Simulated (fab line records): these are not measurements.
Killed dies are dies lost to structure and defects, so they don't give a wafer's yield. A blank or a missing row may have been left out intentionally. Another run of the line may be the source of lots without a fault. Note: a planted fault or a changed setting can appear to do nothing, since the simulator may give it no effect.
Shared-tool check | flow gf180mcu | Sampled: 16 lots, 48 wafers

WHY THIS WAS OPENED
Of 16 lots, 4 have the reading PSD_TW flagged at GF_PSD_TW_MEAS_11. Fault-free wafers read 3191, with a standard deviation of 31.
Rule: flag the lot when none of its wafers has a number, or when each of its wafers that has one lies beyond 4 standard deviations from that mean. The rest of the lots are taken to be sound.

lot  | measured     | on           | PSD_TW, wafer by wafer | flag
L222 | day 14 04:46 | filmMetro-02 | 3231 3225 3229         | 
L223 | day 14 16:11 | filmMetro-04 | 3112 3142 3123         | 
L224 | day 14 20:07 | filmMetro-04 | 3114 3126 3119         | 
L225 | day 15 02:47 | filmMetro-03 | 3202 3197 3201         | 
L226 | day 15 19:26 | filmMetro-04 | 3167 3176 3176         | 
L227 | day 16 01:57 | filmMetro-03 | 3196 3211 3191         | 
L228 | day 16 09:07 | filmMetro-02 | 3237 3238 3230         | 
L229 | day 16 21:50 | filmMetro-04 | 3189 3182 3174         | 
L230 | day 17 03:23 | filmMetro-04 | 3164 3154 3159         | 
L231 | day 17 09:57 | filmMetro-04 | 3173 3175 3146         | 
L232 | day 17 20:39 | filmMetro-03 | 3223 3202 3208         | 
L233 | day 18 04:19 | filmMetro-03 | 3203 3215 3214         | 
L234 | day 18 11:41 | filmMetro-04 | 3658 3665 3650         | FLAGGED
L235 | day 18 16:16 | filmMetro-03 | 3726 3710 3714         | FLAGGED
L236 | day 19 07:19 | filmMetro-04 | 3694 3679 3662         | FLAGGED
L237 | day 19 13:01 | filmMetro-02 | 3700 3673 3708         | FLAGGED
The mean of the flagged lots' numbers is 3687, +496 from the usual (+16 standard deviations).

WHICH TOOL RAN EACH LOT
The record holds 1 process step before the reading, out of a route of 602 steps. Read each cell as the tool, then ch plus the chambers that the sampled wafers visited, then the start.
lot  | flag    | GF_PSD_IMPLANT_09
L222 |         | implanter-01 ch 0, day 14 04:31
L223 |         | implanter-02 ch 0, day 14 15:56
L224 |         | implanter-01 ch 0, day 14 19:52
L225 |         | implanter-01 ch 0, day 15 02:34
L226 |         | implanter-01 ch 0, day 15 19:12
L227 |         | implanter-02 ch 0, day 16 01:42
L228 |         | implanter-04 ch 0, day 16 08:54
L229 |         | implanter-04 ch 0, day 16 21:36
L230 |         | implanter-01 ch 0, day 17 03:10
L231 |         | implanter-02 ch 0, day 17 09:42
L232 |         | implanter-04 ch 0, day 17 20:24
L233 |         | implanter-02 ch 0, day 18 04:04
L234 | FLAGGED | implanter-02 ch 0, day 18 11:28
L235 | FLAGGED | implanter-04 ch 0, day 18 16:04
L236 | FLAGGED | implanter-04 ch 0, day 19 07:04
L237 | FLAGGED | implanter-01 ch 0, day 19 12:47
What the steps here do:
- GF_PSD_IMPLANT_09
- GF_PSD_TW_MEAS_11

FLAGGED OVER TOTAL, TOOL BY TOOL (the gauges that took the reading come last)
step              | tool         | lots run | flagged | share of the flagged lots | sound lots run after its first flagged lot
GF_PSD_IMPLANT_09 | implanter-01 | 6        | 1       | some                      | 0
GF_PSD_IMPLANT_09 | implanter-02 | 5        | 1       | some                      | 0
GF_PSD_IMPLANT_09 | implanter-04 | 5        | 2       | some                      | 0
GF_PSD_TW_MEAS_11 | filmMetro-02 | 3        | 1       | some                      | 0
GF_PSD_TW_MEAS_11 | filmMetro-03 | 5        | 1       | some                      | 0
GF_PSD_TW_MEAS_11 | filmMetro-04 | 8        | 2       | some                      | 0

WHAT IS ALLOWED BY THE TABLE
No row of the table ran every flagged lot.

WHAT THE SIMULATOR HAD PUT IN
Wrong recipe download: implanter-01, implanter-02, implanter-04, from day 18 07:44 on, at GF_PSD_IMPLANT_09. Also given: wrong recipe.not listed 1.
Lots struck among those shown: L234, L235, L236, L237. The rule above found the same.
